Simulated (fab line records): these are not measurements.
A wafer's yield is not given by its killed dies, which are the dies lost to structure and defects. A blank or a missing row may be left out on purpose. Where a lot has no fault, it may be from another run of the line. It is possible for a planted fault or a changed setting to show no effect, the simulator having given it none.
Struck lot and sound lot, side by side -- flow gf180mcu -- 35 steps out of a route of 602
Sound: these wafers, L327.2, L327.3, L327.5. Struck: wafer L318.3; the same lot's L318.6 was not struck, so it is left out; see the end for the cause.
Per side, at each step with rows, come the tool, then ch with its chambers, and then its first start. Under that, the readings that differ: sound wafers -- struck wafers -- difference of the means -- sigmas: that difference in standard deviations of wafers without a fault.
alike: readings whose means differ by less than 2 such deviations, and words and numbers that are the same on both sides. not compared: withheld readings, readings that some wafer has no value for, bounds like >300 that may hide the same value, and numbers for which the record gives no deviation and whose values overlap.
A row with sigmas, a row that says differs or no value, or rows on one side alone: a step with any of these is where the two part. Numbers that have no deviation but don't overlap get no sigmas and don't part them. A reading that every wafer of one side lacks parts them only if that side has two wafers or more.

first, 1 step without rows for these wafers: GF_M5_DEVELOP_06 (develop time 60 s).
GF_M5_CD_MEAS_07: target cd 280 nm.
  sound: cd-sem-02 at day 32 01:03; struck: cd-sem-02 at day 29 16:32
  alike: cd-nm
GF_M5_OVL_MEAS_08:
  sound: overlay-02 at day 32 01:10; struck: overlay-02 at day 29 16:37
  alike: M5_OVL
GF_M5_ETCH_09: etches Si3N4 in CF4/O2, target depth 52 nm, time 11.6 s.
  sound on rie-diel-02 ch 0,2, day 32 01:11; struck on rie-diel-03 ch 1, day 29 16:39
  alike: drypump-motor-current-A, oes-product-au, throttle-valve-pct
  not compared: rf-hours-counter-h
GF_M5_METAL_ETCH_10: etches the open film in Cl2/BCl3, stops on SiO2, target depth 750.8 nm, time 125.1 s.
  sound on rie-metal-01 ch 0,1, day 32 01:13; struck on rie-metal-03 ch 0, day 29 16:43
reading,sound,struck,difference,sigmas
drypump-motor-current-A (A),6.1 5.2 5.2,6.5,+1.0,+2
  alike: oes-product-au, throttle-valve-pct
  not compared: rf-hours-counter-h
then, 4 steps without rows for these wafers: GF_M5_STRIP_11 (strips in O2/N2); GF_M5_STRIP_12 (strips in post etch residue remover, time 1200 s); GF_M5_CLEAN_13 (cleans in DIW); GF_V5_CVD_00 (deposits SiO2, target thk 300 nm, time 50 s).
GF_V5_THK_MEAS_01:
  sound: film-metro-01 at day 32 01:56; struck: film-metro-03 at day 29 17:24
  alike: V5_CVD_00_THK
then, 1 step without rows for these wafers: GF_V5_CVD_02 (deposits SiO2 from TEOS, target thk 1450 nm, time 163.28 s).
GF_V5_THK_MEAS_03:
  sound: film-metro-04 at day 32 02:06; struck: film-metro-03 at day 29 17:34
  alike: V5_CVD_02_THK
GF_V5_CMP_04: polishes SiO2.
  sound on cmp-02 ch 2,3, day 32 02:12; struck on cmp-01 ch 1, day 29 17:46
reading,sound,struck,difference,sigmas
motor-current-A (A),15.2 14.2 13.4,10.9,-3.4,-2
model.SiO2_of_V5_CVD_02.thk-nm (nm),855.3 856.2 855.5,768.7,-87.0,
  alike: retaining-ring-pressure-frac
GF_V5_BOW_MEAS_05:
  sound: film-metro-04 at day 32 02:28; struck: film-metro-03 at day 29 18:16
  not compared: hold, V5_BOW
then, 7 steps without rows for these wafers: GF_V5_HMDS_07 (prime time 60 s); GF_V5_COAT_08; GF_V5_COAT_09 (resist thk 1000 nm); GF_V5_SOFTBAKE_10 (time 60 s); GF_V5_EXPOSE_11 (exposes mask Via5, target cd 260 nm); GF_V5_PEB_12 (peb time 90 s); GF_V5_DEVELOP_13 (develop time 60 s).
GF_V5_CD_MEAS_14: target cd 260 nm.
  sound: cd-sem-02 at day 32 19:18; struck: cd-sem-01 at day 30 12:52
  alike: cd-nm
GF_V5_OVL_MEAS_15:
  sound: overlay-02 at day 32 19:24; struck: overlay-02 at day 30 12:58
reading,sound,struck,difference,sigmas
V5_OVL (nm),5 12 6,-4,-12,-3
then, 1 step without rows for these wafers: GF_V5_ETCH_16 (etches BARC in N2/H2).
GF_V5_ETCH_17: etches SiO2 in C4F8/O2/Ar, stops on TiN, target depth 855 nm.
  sound: rie-diel-04 ch 1,2,3; struck: rie-diel-04 ch 0
reading,sound,struck,difference,sigmas
oes-product-au (a.u.),0.860 0.864 0.861,0.806,-0.056,-14
model.V5.feature-depth-nm (nm),855.3 856.2 855.5,768.7,-87.0,
model.etch.depth-nm (nm),855.3 856.2 855.5,768.7,-87.0,
GF_V5_STRIP_18: strips in O2/N2.
  sound on plasma-asher-04 ch 0,1, day 32 19:35; struck on plasma-asher-04 ch 1, day 30 13:10
  alike: drypump-motor-current-A, heater-power-w, oes-product-au
  not compared: rf-hours-counter-h
then, 2 steps without rows for these wafers: GF_V5_STRIP_19 (strips in post etch residue remover, time 1200 s); GF_V5_CLEAN_20 (cleans in DIW).
GF_V5_SPUTTER_21: material Ti, target thk 15 nm, time 80.02 s.
  sound: pvd-sputter-01 at day 32 20:08; struck: pvd-sputter-03 at day 30 13:43
  alike: chamber-pressure-pa, throttle-valve-pct
then, 1 step without rows for these wafers: GF_V5_SPUTTER_22 (material TiN, target thk 10 nm, time 40 s).
GF_V5_CVD_23: deposits W, target thk 350 nm, time 104.9 s.
  sound on cvd-w-01 ch 1, day 32 20:14; struck on cvd-w-01 ch 1, day 30 13:51
  alike: heater-power-w
GF_V5_RS_MEAS_24: measurement is done with a four-point probe.
  sound: film-metro-01 at day 32 20:22; struck: film-metro-04 at day 30 13:58
  alike: V5_W_RS
GF_V5_THK_MEAS_25: measures by xrf.
  sound: film-metro-01 at day 32 20:28; struck: film-metro-04 at day 30 14:04
  alike: V5_W_THK
GF_V5_CMP_26: polishes, stops on SiO2, t overpolish 15 s, target thk 0 nm.
  sound on cmp-02 ch 2,3, day 32 20:33; struck on cmp-01 ch 1, day 30 14:06
reading,sound,struck,difference,sigmas
motor-current-A (A),12.9 12.5 13.7,9.7,-3.3,-2
model.SiO2_of_V5_CVD_02.thk-nm (nm),851.5 852.4 851.7,764.9,-87.0,
  alike: retaining-ring-pressure-frac
then, 1 step without rows for these wafers: GF_TOP_METAL_SPUTTER_00 (material Ti, target thk 37.5 nm, time 150 s).

== WHERE THEY PART ==
Last at GF_V5_CMP_26 as far as this record goes, first at GF_M5_METAL_ETCH_10.

WHY: whatever the simulator had introduced
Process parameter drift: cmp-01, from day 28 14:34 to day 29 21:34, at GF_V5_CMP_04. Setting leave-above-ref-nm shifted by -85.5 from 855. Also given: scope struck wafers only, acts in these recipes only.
